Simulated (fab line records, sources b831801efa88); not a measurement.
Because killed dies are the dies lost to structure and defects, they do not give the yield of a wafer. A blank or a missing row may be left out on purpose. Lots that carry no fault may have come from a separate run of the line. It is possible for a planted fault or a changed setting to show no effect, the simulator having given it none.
Problem report, 8D (eight disciplines) form, completed by code | flow sky130 | the parts of the form that need people (team, actions taken, sign-off) are left out

== 1. PROBLEM STATEMENT ==
At SKY_SONOS_TUNNEL_CD_MEAS_07, cd-nm averages 280.9 nm over 2 wafers from 2 lots, while fault-free wafers read 409.1 nm, standard deviation 2.4. That is -53 standard deviations from the usual mean.
The step: target cd 410 nm.
First seen on wafer L800.1, day 16 14:02, on cd-sem-01. The record holds 36 wafers of 12 lots with a number at this step. Rule for "out" (also "out of limits"): further than 4 standard deviations from the usual mean. Any other wafer with a number is counted as sound.

== 2. WHAT IT IS AND WHAT IT IS NOT ==
question                    | is                   | is not
which readings at this step | cd-nm                | -
which lots                  | L800, L801           | L784, L785, L786, L787, L788, L789, L790, L791, L803, L807
which wafers of those lots  | L800.1, L801.6       | L800.2, L800.4, L801.2, L801.4
read on which gauges        | cd-sem-01, cd-sem-02 | -
when                        | from day 16 14:02    | up to then (26 sound wafers); but 8 sound wafers of L801, L803, L807 came after

== 3. THE SUSPECTS, EACH WITH WHAT RULES IT OUT ==
Counting: a tool at a process step up to the reading stays a suspect if it ran every lot that is out. Sound lots after the first of them don't rule it out here, since some wafers of a struck lot are sound.
- the gauge at SKY_SONOS_TUNNEL_CD_MEAS_07 is ruled out. The wafers that are out were read on 2 gauges (cd-sem-01, cd-sem-02).
- plasma-asher-02 at SKY_VT_ADJUST_PCH_STRIP_09 (strips in O2/N2): kept. It processed each lot that is out (first: L800, day 15 10:21); up to then, its last sound lot is L790 (day 12 12:18).
- litho-track-01 at SKY_SONOS_TUNNEL_DEVELOP_06 (develop time 60 s): kept. It processed each lot that is out (first: L800, day 16 13:53); up to then, its last sound lot is L791 (day 13 17:52).
Remaining after the count are plasma-asher-02 at SKY_VT_ADJUST_PCH_STRIP_09 and litho-track-01 at SKY_SONOS_TUNNEL_DEVELOP_06.

== 4. THE CAUSE (what the simulator had put in) ==
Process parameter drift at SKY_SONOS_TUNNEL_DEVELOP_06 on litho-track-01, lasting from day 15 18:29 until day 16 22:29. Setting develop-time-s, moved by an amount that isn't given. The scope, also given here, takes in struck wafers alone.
Counting left 2 suspects, and this tool is among them.

== 5. THE EFFECT CHAIN, in route order ==
Each row: a reading where the mean over the struck wafers with a number is more than 3 standard deviations away from the usual. Only readings for which the record gives a usual standard deviation are gone through. hours: the time from each lot's start at the first step in this table that gives one to its start at this step, as a median over the lots. sigmas: the change in usual standard deviations.
hours | step                        | reading | usual    | on struck wafers | change | sigmas
0     | SKY_SONOS_TUNNEL_CD_MEAS_07 | cd-nm   | 409.1 nm | 280.9            | -128.2 | -53

== 6. HOW IT WOULD HAVE BEEN CAUGHT EARLIER ==
20 hours passed between the start of the fault at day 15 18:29 and the first reading out of limits at a measuring or inspecting step in this record, taken at day 16 14:02.
Of the tool readings at SKY_SONOS_TUNNEL_DEVELOP_06 for which the record gives a usual standard deviation, none was out on any struck wafer, so an alarm limit of 4 standard deviations on them would not have fired.
Lots out: 2; of these, L801 started SKY_SONOS_TUNNEL_DEVELOP_06 on litho-track-01 after day 16 14:02. Putting the tool on hold at that point would have spared it.
